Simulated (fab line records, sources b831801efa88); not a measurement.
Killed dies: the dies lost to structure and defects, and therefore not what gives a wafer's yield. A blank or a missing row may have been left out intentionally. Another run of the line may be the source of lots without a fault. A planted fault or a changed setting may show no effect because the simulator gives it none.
Problem report in the 8D (eight disciplines) form, filled by code ; flow sky130 ; the parts of the form that need people (team, actions taken, sign-off) are left out

1. PROBLEM STATEMENT
SKY_PAD_OPEN_PROBE_99, killed_at_other: mean 37.3 on 3 wafers (1 lot); fault-free wafers 0.2, standard deviation 0.48. That puts it +77 standard deviations away from the usual mean.
Seen first at day 51 03:44 on prober-02, wafer L519.1. Wafers with a number at this step in the record: 23, from 8 lots. The rule behind "out" and "out of limits": a value lying over 4 standard deviations away from the usual mean. All remaining wafers that have a number are taken as sound.

2. WHAT IT IS AND WHAT IT IS NOT
question;is;is not
which readings at this step;killed_at_other;killed_at_M0_to_M3, killed_at_M4_up, killed_at_contacts, killed_at_front_end, killed_open, killed_short, sort_bin_6_memory
which lots;L519;L502, L503, L506, L507, L508, L509, L512
which wafers of those lots;all that have a number;-
read on which tools;prober-02;prober-01
when;from day 51 03:44;up to then (20 sound wafers)

3. SUSPECTS, AND WHAT RULES EACH OUT
Counting: a tool at a process step up to the reading stays a suspect if it ran every lot that is out and no sound lot after the first of them.
- wet_bench-03 at SKY_CAPM_STRIP_15 (strips in post etch residue remover, time 1200 s): kept. It ran the lot that is out, L519 (day 44 08:37), and no sound lot after that; its last sound lot up to then is L512 (day 42 18:19).
- pvd_sputter-01 at SKY_METAL5_SPUTTER_04 (material TiN, target thk 70 nm, time 58.3 s): kept. It ran the lot that is out, L519 (day 48 21:26), and no sound lot after that; its last sound lot up to then is L509 (day 47 15:08).
- rie_metal-04 at SKY_METAL5_DESCUM_14 (chemistry O2, time 11 s): kept. It ran the lot that is out, L519 (day 49 15:39), and no sound lot after that; its last sound lot up to then is L512 (day 48 12:30).
- pecvd-01 at SKY_PASSIVATION_CVD_02 (deposits Si3N4, target thk 540 nm): kept. It ran the lot that is out, L519 (day 49 16:36), and no sound lot after that; its last sound lot up to then is L508 (day 47 02:02).
- prober-02 at SKY_PAD_OPEN_PROBE_99: kept. It ran the lot that is out, L519 (day 51 03:44), and no sound lot after that; its last sound lot up to then is L512 (day 50 04:14). Its own readings are out on those wafers: killed_at_other.
Left after counting: wet_bench-03 at SKY_CAPM_STRIP_15, pvd_sputter-01 at SKY_METAL5_SPUTTER_04, rie_metal-04 at SKY_METAL5_DESCUM_14, pecvd-01 at SKY_PASSIVATION_CVD_02, prober-02 at SKY_PAD_OPEN_PROBE_99.

4. THE CAUSE (what the simulator had put in)
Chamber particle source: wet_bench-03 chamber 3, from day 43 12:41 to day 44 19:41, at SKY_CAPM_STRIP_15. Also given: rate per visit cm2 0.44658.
Counting left 5 suspects, and this tool is among them.

5. THE EFFECT CHAIN, in route order
Each row: a reading where the mean over the struck wafers with a number is more than 3 standard deviations away from the usual. Readings are gone through only where the record gives a usual standard deviation; hours: the median, over the lots, of the time from a lot's start at the first step in this table giving one to that lot's start at this step; sigmas: the change measured in usual standard deviations.
hours;step;reading;usual;on struck wafers;change;sigmas
0;SKY_PAD_OPEN_PROBE_99;defect_limited_yield;82.4 %;74.5;-7.9;-4.1
0;SKY_PAD_OPEN_PROBE_99;killed_at_other;0.2;37.3;+37.1;+77
0;SKY_PAD_OPEN_PROBE_99;killed_dies;87;125;+38;+4.0
0;SKY_PAD_OPEN_PROBE_99;sort_bin_3_pad_short;0.8 %;2.1;+1.3;+3.2
0;SKY_PAD_OPEN_PROBE_99;sort_bin_5_function;10.5 %;16.0;+5.5;+3.4
0;SKY_PAD_OPEN_PROBE_99;sort_n_pass;405;367;-38;-4.0
0;SKY_PAD_OPEN_PROBE_99;sort_yield_pct;82.3 %;74.5;-7.8;-4.1
The process steps in it:
- SKY_PAD_OPEN_PROBE_99

6. WHAT WOULD HAVE CAUGHT IT SOONER
In this record the first reading out of limits was taken at day 51 03:44, 183 hours after the fault began at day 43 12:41.
The start of SKY_CAPM_STRIP_15 on wet_bench-03 came by day 51 03:44 for every one of the lots that are out (1). Tool hold at that time: it would have spared none of them.
